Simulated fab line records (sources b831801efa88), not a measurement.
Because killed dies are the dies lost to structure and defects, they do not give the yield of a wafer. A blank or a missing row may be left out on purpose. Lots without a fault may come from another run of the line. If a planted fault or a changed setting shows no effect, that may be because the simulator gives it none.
Tool commonality check	flow gf180mcu	9 lots and 27 wafers in the sample

REASON IT WAS OPENED
Flagged at GF_CONTACT_CD_MEAS_14: reading cd_nm, on 2 of 9 lots. No-fault wafers: 220.1 nm, standard deviation 1.2.
Rule: a lot gets a flag if all its wafers with a number sit over 4 standard deviations from that mean, or if no wafer of it has a number. All remaining lots are regarded as sound.

lot	measured	on	cd_nm (nm), wafer by wafer	flag
L747	day 16 07:58	cd_sem-01	218.6 221.0 221.2	
L748	day 16 13:56	cd_sem-01	220.4 221.1 222.5	
L749	day 17 01:41	cd_sem-02	220.2 220.5 218.9	
L757	day 20 03:21	cd_sem-02	226.0 227.4 227.5	FLAGGED
L758	day 20 12:28	cd_sem-01	228.4 228.4 228.6	FLAGGED
L761	day 21 15:55	cd_sem-02	222.0 221.8 221.8	
L764	day 22 12:25	cd_sem-01	218.4 218.6 217.5	
L765	day 22 20:26	cd_sem-01	219.4 219.2 218.6	
L768	day 23 16:19	cd_sem-02	218.4 221.2 218.5	
The mean of the flagged lots' numbers is 227.7 nm, +7.6 nm from the usual (+6 standard deviations).

EACH LOT AND THE TOOL IT RAN ON
The record keeps 1 process step preceding the reading, out of 602 steps on the route. Every cell lists first the tool, next ch and the chambers used by the sampled wafers, and last the start.
lot	flag	GF_CONTACT_EXPOSE_11
L747		krf_scanner-02 ch 0, day 15 21:26
L748		krf_scanner-02 ch 0, day 16 03:04
L749		krf_scanner-02 ch 0, day 16 14:46
L757	FLAGGED	krf_scanner-01 ch 0, day 19 14:54
L758	FLAGGED	krf_scanner-01 ch 0, day 20 00:38
L761		krf_scanner-02 ch 0, day 21 04:31
L764		krf_scanner-02 ch 0, day 22 00:46
L765		krf_scanner-02 ch 0, day 22 09:25
L768		krf_scanner-02 ch 0, day 23 04:51
These steps, and what they do:
- GF_CONTACT_EXPOSE_11: exposes mask Contact, target cd 220 nm.
- GF_CONTACT_CD_MEAS_14: target cd 220 nm.

FLAGGED AGAINST TOTAL, ONE TOOL AT A TIME (gauges that did the reading follow at the end)
step	tool	lots run	flagged	share of the flagged lots	sound lots run after its first flagged lot
GF_CONTACT_EXPOSE_11	krf_scanner-01	2	2	all	0
GF_CONTACT_EXPOSE_11	krf_scanner-02	7	0	none	-
GF_CONTACT_CD_MEAS_14	cd_sem-01	5	1	some	2 (L764,L765)
GF_CONTACT_CD_MEAS_14	cd_sem-02	4	1	some	2 (L761,L768)

THE TABLE: WHAT IT ALLOWS
Rows of the table that ran each flagged lot: 1, that is krf_scanner-01 at GF_CONTACT_EXPOSE_11.
- krf_scanner-01 at GF_CONTACT_EXPOSE_11 ran 2 lots, 2 of them flagged. Because this sample shows no sound lot run on it before its first flagged lot, the start cannot be pinned down more closely. Its own readings lie more than 4 standard deviations out on every wafer of the flagged lots: exposure_dose_mJ_cm2.
What remains is a single tool, krf_scanner-01 at GF_CONTACT_EXPOSE_11.

WHAT HAD BEEN PUT IN BY THE SIMULATOR
Drift in process parameters on krf_scanner-01 at GF_CONTACT_EXPOSE_11, starting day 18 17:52. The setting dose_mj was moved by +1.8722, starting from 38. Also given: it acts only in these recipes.
Lots struck among those shown: L757, L758. The rule above reached the same finding.
